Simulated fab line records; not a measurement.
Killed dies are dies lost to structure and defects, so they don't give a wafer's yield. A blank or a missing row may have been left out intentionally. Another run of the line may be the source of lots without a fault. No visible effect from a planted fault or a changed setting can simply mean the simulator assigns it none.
Problem report, 8D (eight disciplines) form, completed by code -- flow sky130 -- the parts of the form that need people (team, actions taken, sign-off) are left out

== 1. PROBLEM STATEMENT ==
At SKY_LDD_LDN_IMPLANT_08, beamEnergyKeV averages 14.114 over 6 wafers from 2 lots, while fault-free wafers read 15.001, standard deviation 0.0047. So: -99 or more standard deviations from the usual mean.
First observed at day 26 00:33: wafer L706.3, on implanter-01. The record has a number at this step for 18 wafers belonging to 6 lots. By rule, "out" or "out of limits" means more than 4 standard deviations away from the usual mean. The other wafers with a number count as sound.

== 2. WHAT THIS IS AND IS NOT ==
question,is,is not
which readings at this step,beamEnergyKeV,"beamOnS, endStationPressureTorr, faradayCurrentUA, rotationDeg"
which lots,"L706, L707","L698, L700, L711, L718"
which wafers of those lots,all that have a number,-
read on which tools,implanter-01,implanter-03
when,from day 26 00:33,"up to then (6 sound wafers); but 6 sound wafers of L711, L718 came after"

== 3. SUSPECTS, AND WHAT RULES EACH OUT ==
Counting: a tool at any process step up to the reading remains a suspect when it ran all the lots that are out and ran no sound lot after the first of those.
- plasmaAsher-04 at SKY_LDD_HVP_STRIP_09 (strips in O2/N2): kept. It ran every lot that is out, first L706 (day 24 18:34), and no sound lot after that; its last sound lot up to then is L700 (day 22 09:27).
- implanter-01 at SKY_LDD_LDN_IMPLANT_08: ruled out as a lasting fault. Following L706 (day 26 00:33), the first lot on it that is out, the sound lots L718 were run on it.
The count leaves plasmaAsher-04 at SKY_LDD_HVP_STRIP_09.

== 4. THE CAUSE (what the simulator had put in) ==
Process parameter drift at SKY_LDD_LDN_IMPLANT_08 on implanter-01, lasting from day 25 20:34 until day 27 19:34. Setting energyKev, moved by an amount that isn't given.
Counting ruled it out, wrongly.

== 5. THE CHAIN OF EFFECTS, in route order ==
Each row: a reading where the mean over the struck wafers with a number is more than 3 standard deviations away from the usual. Readings are gone through only where the record gives a usual standard deviation; hours: the median, over the lots, of the time from a lot's start at the first step in this table giving one to that lot's start at this step; sigmas: the change measured in usual standard deviations.
hours,step,reading,usual,on struck wafers,change,sigmas
0,SKY_LDD_LDN_IMPLANT_08,beamEnergyKeV,15.001,14.114,-0.887,-99 or more
The process steps in it:
- SKY_LDD_LDN_IMPLANT_08

== 6. HOW IT WOULD HAVE BEEN CAUGHT EARLIER ==
4 hours passed between the start of the fault at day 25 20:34 and the first reading out of limits in this record, taken at day 26 00:33.
